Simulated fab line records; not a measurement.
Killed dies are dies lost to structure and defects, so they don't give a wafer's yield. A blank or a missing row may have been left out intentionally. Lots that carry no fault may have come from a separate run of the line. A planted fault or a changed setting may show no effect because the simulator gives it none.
A lot that was struck, set against a sound lot | flow sky130 | 30 steps out of a route of 708
Sound: the wafers L858.1, L858.3, L858.4. Struck: wafers L862.3, L862.5 (left out: L862.6, a lot-mate that was not struck); the cause follows at the end.
For every step that has rows: the tool of each side, followed by ch and its chambers, followed by its first start. Under that, the readings that differ: sound wafers | struck wafers | difference of the means | sigmas: that difference in standard deviations of wafers without a fault.
alike: readings with means less than 2 such deviations apart, plus words and numbers identical on both sides. not compared: withheld readings, readings lacking a value on some wafer, bounds such as >300 that could conceal the same value, and numbers that have no deviation in the record and whose values overlap.
A row with sigmas, a row that says differs or no value, or rows on one side alone: a step with any of these is where the two part. Numbers that don't overlap but have no deviation are shown without sigmas and don't part them. A reading that every wafer of one side lacks parts them only if that side has two wafers or more.

SKY_LI_CONTACT_OVL_MEAS_13:
  sound on overlay-02, day 31 14:58; struck on overlay-01, day 32 11:17
  alike: LI_CONTACT_OVL
SKY_LI_CONTACT_ETCH_14: etches BARC in N2/H2, stops on SiO2, time 45.9 s, target depth 60 nm.
  sound on rieDiel-04 ch 0,1,2, day 31 15:00; struck on rieDiel-02 ch 0,1, day 32 11:19
  alike: drypumpMotorCurrentA, oesProductAu, throttleValvePct
  not compared: rfHoursCounterH
then, 4 steps without rows for these wafers: SKY_LI_CONTACT_ETCH_15 (etches PSG in C4F8/O2/Ar, stops on Si, target depth 600 nm); SKY_LI_CONTACT_STRIP_16 (strips in O2/N2); SKY_LI_CONTACT_CLEAN_17 (cleans in NMP, time 600 s); SKY_LI_CONTACT_PRE_CLEAN_18 (time 5.6 s).
SKY_LI_CONTACT_SPUTTER_19: material Ti, target thk 20 nm, time 106.37 s.
  sound on pvdSputter-01, day 31 15:25; struck on pvdSputter-04, day 32 11:56
reading              | sound          | struck    | difference | sigmas
throttleValvePct (%) | 30.0 29.7 32.0 | 27.5 28.8 | -2.4       | -2
then, 1 step without rows for these wafers: SKY_LI_CONTACT_SPUTTER_20 (material TiN, target thk 20 nm, time 80 s).
SKY_LI_CONTACT_CVD_21: deposits W, target thk 400 nm, time 120.56 s.
  sound on cvdW-01 ch 0,1, day 31 15:34; struck on cvdW-02 ch 0,1, day 32 12:07
  alike: heaterPowerW
SKY_LI_CONTACT_RS_MEAS_22: the measuring method here is four-point-probe.
  sound on filmMetro-03, day 31 15:41; struck on filmMetro-02, day 32 12:14
  alike: LI_CONTACT_W_RS
SKY_LI_CONTACT_THK_MEAS_23: measures by xrf.
  sound on filmMetro-03, day 31 15:48; struck on filmMetro-02, day 32 12:20
  alike: LI_CONTACT_W_THK
SKY_LI_CONTACT_CMP_24: polishes, stops on PSG, t overpolish 20 s, target thk 0 nm.
  sound on cmp-02 ch 0,2,3, day 31 15:52; struck on cmp-01 ch 2,3, day 32 12:23
  alike: motorCurrentA, overpolishRunS, timeToEndpointS
SKY_LOCAL_INTERCONNECT_SPUTTER_00: material TiN, target thk 100 nm, time 83.3 s.
  sound on pvdSputter-02, day 31 16:10; struck on pvdSputter-02, day 32 12:41
reading                                               | sound             | struck      | difference | sigmas
model.TiN_of_LOCAL_INTERCONNECT_SPUTTER_00.thkNm (nm) | 98.77 98.99 99.36 | 142.9 142.9 | +43.9      | 
  alike: throttleValvePct
SKY_LOCAL_INTERCONNECT_RS_MEAS_01: the measuring method here is four-point-probe.
  sound on filmMetro-04, day 31 16:14; struck on filmMetro-01, day 32 12:47
reading                            | sound             | struck    | difference | sigmas
LOCAL_INTERCONNECT_TIN_RS (ohm/sq) | 14.37 14.31 14.28 | 9.75 9.75 | -4.57      | -30
SKY_LOCAL_INTERCONNECT_THK_MEAS_02: measures by xrf.
  sound on filmMetro-04, day 31 16:21; struck on filmMetro-01, day 32 12:53
reading                         | sound          | struck      | difference | sigmas
LOCAL_INTERCONNECT_TIN_THK (nm) | 99.2 99.2 99.6 | 143.8 143.8 | +44.5      | +40
then, 8 steps without rows for these wafers: SKY_LOCAL_INTERCONNECT_DEHYDRATE_03 (time 60 s); SKY_LOCAL_INTERCONNECT_HMDS_04 (prime time 60 s); SKY_LOCAL_INTERCONNECT_COAT_05 (resist thk 60 nm); SKY_LOCAL_INTERCONNECT_COAT_06 (resist thk 450 nm); SKY_LOCAL_INTERCONNECT_SOFTBAKE_07 (time 90 s); SKY_LOCAL_INTERCONNECT_EXPOSE_08 (exposes mask LI1M, target cd 170 nm); SKY_LOCAL_INTERCONNECT_PEB_09; SKY_LOCAL_INTERCONNECT_DEVELOP_10 (develop time 60 s).
SKY_LOCAL_INTERCONNECT_CD_MEAS_11 targets a cd of 170 nm.
  sound on cdSem-01, day 32 20:07; struck on cdSem-02, day 33 14:55
  alike: cdNm
SKY_LOCAL_INTERCONNECT_OVL_MEAS_12:
  sound on overlay-01, day 32 20:14; struck on overlay-01, day 33 15:00
  alike: LOCAL_INTERCONNECT_OVL
SKY_LOCAL_INTERCONNECT_ETCH_13: etches BARC in N2/H2, stops on SiO2, time 45.9 s, target depth 60 nm.
  sound on rieMetal-04 ch 0,1, day 32 20:16; struck on rieMetal-02 ch 1, day 33 15:03
  alike: drypumpMotorCurrentA, oesProductAu, throttleValvePct
  not compared: rfHoursCounterH
SKY_LOCAL_INTERCONNECT_METAL_ETCH_14: etches TiN in Cl2/BCl3, stops on PSG, target depth 110 nm, time 31.4 s.
  sound on rieMetal-04 ch 0,1, day 32 20:20; struck on rieMetal-02 ch 1, day 33 15:06
reading              | sound                | struck        | difference | sigmas
oesProductAu (a.u.)  | 0.944 0.925 0.936    | 0.987 0.991   | +0.054     | +7
throttleValvePct (%) | 21.908 21.914 21.904 | 21.865 21.873 | -0.040     | -4
  alike: drypumpMotorCurrentA
  not compared: rfHoursCounterH
then, 1 step without rows for these wafers: SKY_LOCAL_INTERCONNECT_STRIP_15 (strips in O2/N2).
SKY_LOCAL_INTERCONNECT_STRIP_16: strips in post etch residue remover, time 1200 s.
  sound on wetBench-01 ch 2, day 32 20:29; struck on wetBench-01 ch 3, day 33 15:14
reading                                               | sound             | struck      | difference | sigmas
model.TiN_of_LOCAL_INTERCONNECT_SPUTTER_00.thkNm (nm) | 98.35 98.57 98.94 | 142.5 142.5 | +43.9      | 
then, 1 step without rows for these wafers: SKY_LOCAL_INTERCONNECT_CLEAN_17 (cleans in IPA, time 180 s).

WHERE THEY PART
Last at SKY_LOCAL_INTERCONNECT_METAL_ETCH_14 as far as this record goes, first at SKY_LI_CONTACT_SPUTTER_19.

WHY: what the simulator had put in
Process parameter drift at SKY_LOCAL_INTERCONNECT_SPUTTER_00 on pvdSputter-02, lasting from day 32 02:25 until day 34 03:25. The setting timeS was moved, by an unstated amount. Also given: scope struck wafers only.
